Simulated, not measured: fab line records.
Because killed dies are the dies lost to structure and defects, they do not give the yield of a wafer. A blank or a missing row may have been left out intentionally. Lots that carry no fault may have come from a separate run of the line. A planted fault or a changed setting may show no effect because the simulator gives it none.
Which tool was responsible? + flow gf180mcu + 13 lots with 39 wafers sampled at 4 steps, on a route of 602 steps

== WHAT EACH GAUGE READ, for each wafer ==
GF_SALICIDE_RS_MEAS_04: a four-point-probe measurement. Usual: SALICIDE_TIN_RS 16.4 ohm/sq, standard deviation 0.32.
| lot  | measured     | on            | SALICIDE_TIN_RS (ohm/sq) | flag |
|------|--------------|---------------|--------------------------|------|
| L845 | day 15 02:08 | film metro-04 | 16.0 16.2 16.5           |      |
| L847 | day 15 22:54 | film metro-03 | 16.1 15.8 16.0           |      |
| L848 | day 16 05:43 | film metro-01 | 16.6 16.4 16.6           |      |
| L850 | day 16 18:40 | film metro-04 | 16.5 16.8 16.9           |      |
| L852 | day 17 16:32 | film metro-03 | 16.7 15.9 16.0           |      |
| L853 | day 18 01:55 | film metro-01 | 16.2 16.7 16.6           |      |
| L854 | day 18 06:44 | film metro-03 | 8.3 8.5 8.6              | OFF  |
| L856 | day 19 03:52 | film metro-04 | 8.5 8.5 8.4              | OFF  |
| L862 | day 21 07:31 | film metro-01 | 8.4 8.6 8.5              | OFF  |
| L863 | day 21 23:40 | film metro-01 | 16.4 16.5 16.5           |      |
| L865 | day 22 07:21 | film metro-04 | 16.7 16.2 16.2           |      |
| L866 | day 22 12:10 | film metro-04 | 16.2 16.2 16.1           |      |
| L868 | day 23 08:31 | film metro-04 | 16.4 16.2 16.3           |      |

GF_M3_OVL_MEAS_15. Usual: M3_OVL 3 nm, standard deviation 5.5.
| lot  | measured     | on         | M3_OVL (nm) | flag |
|------|--------------|------------|-------------|------|
| L845 | day 21 06:29 | overlay-01 | 7 6 0       |      |
| L847 | day 22 05:22 | overlay-01 | 4 4 8       |      |
| L848 | day 22 08:49 | overlay-01 | 5 8 10      |      |
| L850 | day 23 02:13 | overlay-01 | 10 7 7      |      |
| L852 | day 24 02:29 | overlay-02 | 0 1 -2      |      |
| L853 | day 24 06:52 | overlay-02 | -3 0 0      |      |
| L854 | day 24 10:28 | overlay-02 | 2 5 1       |      |
| L856 | day 25 07:49 | overlay-02 | 12 11 7     |      |
| L862 | day 27 06:00 | overlay-02 | -3 -2 1     |      |
| L863 | day 27 19:11 | overlay-01 | -3 -8 6     |      |
| L865 | day 28 03:17 | overlay-02 | 2 8 0       |      |
| L866 | day 28 06:16 | overlay-02 | 6 -5 7      |      |
| L868 | day 28 23:08 | overlay-01 | 9 0 11      |      |

== TOOL THAT RAN EACH LOT (tool first, then ch and the chambers of the sampled wafers, then the start) ==
| lot  | GF_SALICIDE_SPUTTER_02       | GF_V2_SPUTTER_21             |
|------|------------------------------|------------------------------|
| L845 | pvd sputter-02, day 15 02:04 | pvd sputter-01, day 20 06:28 |
| L847 | pvd sputter-04, day 15 22:51 | pvd sputter-01, day 21 04:46 |
| L848 | pvd sputter-04, day 16 05:40 | pvd sputter-01, day 21 08:34 |
| L850 | pvd sputter-04, day 16 18:37 | pvd sputter-03, day 22 02:14 |
| L852 | pvd sputter-04, day 17 16:28 | pvd sputter-04, day 23 02:17 |
| L853 | pvd sputter-03, day 18 01:52 | pvd sputter-03, day 23 07:40 |
| L854 | pvd sputter-04, day 18 06:29 | pvd sputter-01, day 23 11:04 |
| L856 | pvd sputter-02, day 19 03:37 | pvd sputter-03, day 24 09:18 |
| L862 | pvd sputter-04, day 21 07:16 | pvd sputter-04, day 26 08:18 |
| L863 | pvd sputter-02, day 21 23:37 | pvd sputter-01, day 26 22:22 |
| L865 | pvd sputter-03, day 22 07:17 | pvd sputter-01, day 27 05:55 |
| L866 | pvd sputter-03, day 22 12:06 | pvd sputter-03, day 27 09:01 |
| L868 | pvd sputter-02, day 23 08:24 | pvd sputter-01, day 28 02:26 |
- GF_SALICIDE_SPUTTER_02: material Co, target thk 10 nm, time 20 s.
- GF_V2_SPUTTER_21: material Ti, target thk 15 nm, time 80.02 s.

== AS READ BY THE TOOLS THEMSELVES (means over the sampled wafers that have a number; for cases with no such wafer, the mark the record gives instead) ==
GF_SALICIDE_SPUTTER_02. Usual: throttle valve pct reads 30.3 % (standard deviation 0.71).
| lot  | tool           | throttle valve pct (%) | flag |
|------|----------------|------------------------|------|
| L845 | pvd sputter-02 | 30.1                   |      |
| L847 | pvd sputter-04 | 30.5                   |      |
| L848 | pvd sputter-04 | 30.4                   |      |
| L850 | pvd sputter-04 | 30.2                   |      |
| L852 | pvd sputter-04 | 30.1                   |      |
| L853 | pvd sputter-03 | 30.2                   |      |
| L854 | pvd sputter-04 | 30.6                   |      |
| L856 | pvd sputter-02 | 30.3                   |      |
| L862 | pvd sputter-04 | 30.7                   |      |
| L863 | pvd sputter-02 | 31.0                   |      |
| L865 | pvd sputter-03 | 30.2                   |      |
| L866 | pvd sputter-03 | 29.6                   |      |
| L868 | pvd sputter-02 | 30.3                   |      |

GF_V2_SPUTTER_21. Usual: throttle valve pct reads 30.3 % (standard deviation 0.67).
| lot  | tool           | throttle valve pct (%) | flag |
|------|----------------|------------------------|------|
| L845 | pvd sputter-01 | 29.8                   |      |
| L847 | pvd sputter-01 | 30.3                   |      |
| L848 | pvd sputter-01 | 30.7                   |      |
| L850 | pvd sputter-03 | 30.4                   |      |
| L852 | pvd sputter-04 | 30.4                   |      |
| L853 | pvd sputter-03 | 30.3                   |      |
| L854 | pvd sputter-01 | 29.7                   |      |
| L856 | pvd sputter-03 | 29.7                   |      |
| L862 | pvd sputter-04 | 30.7                   |      |
| L863 | pvd sputter-01 | 30.8                   |      |
| L865 | pvd sputter-01 | 30.4                   |      |
| L866 | pvd sputter-03 | 31.1                   |      |
| L868 | pvd sputter-01 | 30.2                   |      |

== THE ANSWER, worked out from the rows above alone ==
Rule: take the mean of a lot's wafers that have a number; if it is more than 3 standard deviations from the usual mean, the lot is off. A lot without any number at a reading at which 4 lots or more have one is off too. Any other lot the step has rows for is counted as sound. After the gauges, taken in route order, come the tools' own readings; for these a lot's mean is taken, as printed above. The first step at which some lot is off is used, and at that step the reading that is off furthest; a lot without a number counts as furthest.
Off: at GF_SALICIDE_RS_MEAS_04 (SALICIDE_TIN_RS), L854, L856, L862.
If a tool, at a process step before that reading, ran all the lots that are off and no sound lot after the first of them, it fits. Those tools and the gauges at GF_SALICIDE_RS_MEAS_04 are tried in the same way. No candidate that was tried fits.

== WHAT HAD BEEN PUT IN BY THE SIMULATOR ==
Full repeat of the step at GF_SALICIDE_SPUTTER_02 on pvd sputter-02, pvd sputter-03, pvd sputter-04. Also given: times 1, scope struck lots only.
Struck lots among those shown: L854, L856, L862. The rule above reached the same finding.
